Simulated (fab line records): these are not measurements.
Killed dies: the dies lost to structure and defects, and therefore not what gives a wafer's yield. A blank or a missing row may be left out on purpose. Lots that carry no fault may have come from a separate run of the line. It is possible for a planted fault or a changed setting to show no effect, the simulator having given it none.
Which of the tools did it? || flow gf180mcu || route of 602 steps, sampled at 1 step: 13 lots, 39 wafers

== WHAT THE GAUGES READ, wafer by wafer ==
GF_HV_LDD_OVL_MEAS_47. Usual: HV_LDD_03_OVL gives -1.6 nm (standard deviation 1.3).
{"lot": "L738", "measured": "day 12 18:57", "on": "overlay-01", "HV_LDD_03_OVL (nm)": "-1.6 -1.0 -2.5", "flag": ""}
{"lot": "L740", "measured": "day 13 02:40", "on": "overlay-02", "HV_LDD_03_OVL (nm)": "1.6 2.5 2.0", "flag": ""}
{"lot": "L741", "measured": "day 14 03:41", "on": "overlay-02", "HV_LDD_03_OVL (nm)": "-3.2 -1.9 -1.6", "flag": ""}
{"lot": "L742", "measured": "day 14 08:01", "on": "overlay-02", "HV_LDD_03_OVL (nm)": "-1.6 -2.9 -0.6", "flag": ""}
{"lot": "L743", "measured": "day 14 17:34", "on": "overlay-01", "HV_LDD_03_OVL (nm)": "-2.0 -5.2 -1.9", "flag": ""}
{"lot": "L745", "measured": "day 15 14:26", "on": "overlay-01", "HV_LDD_03_OVL (nm)": "-3.3 -2.3 -4.6", "flag": ""}
{"lot": "L746", "measured": "day 15 19:10", "on": "overlay-01", "HV_LDD_03_OVL (nm)": "-4.0 -4.0 -3.1", "flag": ""}
{"lot": "L747", "measured": "day 16 03:10", "on": "overlay-02", "HV_LDD_03_OVL (nm)": "-0.7 0.0 -1.6", "flag": ""}
{"lot": "L748", "measured": "day 16 12:08", "on": "overlay-02", "HV_LDD_03_OVL (nm)": "-3.2 -2.7 -3.2", "flag": ""}
{"lot": "L751", "measured": "day 17 12:52", "on": "overlay-01", "HV_LDD_03_OVL (nm)": "-1.3 -1.6 -1.5", "flag": ""}
{"lot": "L753", "measured": "day 17 18:52", "on": "overlay-01", "HV_LDD_03_OVL (nm)": "-3.5 -3.6 -3.6", "flag": ""}
{"lot": "L759", "measured": "day 19 13:44", "on": "overlay-01", "HV_LDD_03_OVL (nm)": "0.4 0.4 -1.8", "flag": ""}
{"lot": "L760", "measured": "day 19 21:53", "on": "overlay-01", "HV_LDD_03_OVL (nm)": "-0.3 -1.4 -0.9", "flag": ""}

== EACH LOT AND THE TOOL THAT RAN IT (in order: tool; ch and the chambers of the sampled wafers; start) ==
No process step before these readings appears in the record.

== WHAT THE TOOLS THEMSELVES READ (means of the sampled wafers that have a number; where no wafer has one, the mark that the record gives instead) ==
The record holds no such reading with a usual standard deviation.

== THE ANSWER, worked out from the rows above alone ==
Rule: lot off if the mean of its wafers having a number is beyond 3 standard deviations from the usual mean. Also off: a lot with no number at a reading for which 4 or more lots have one. Where the step has rows for the other lots, those lots are counted as sound. After the gauges, taken in route order, come the tools' own readings; for these a lot's mean is taken, as printed above. At the first step where some lot is off, the reading lying furthest off is the one used; lots without a number count as furthest.
None of the lots is off at any reading shown; this tells nothing.

== WHAT THE SIMULATOR PUT IN ==
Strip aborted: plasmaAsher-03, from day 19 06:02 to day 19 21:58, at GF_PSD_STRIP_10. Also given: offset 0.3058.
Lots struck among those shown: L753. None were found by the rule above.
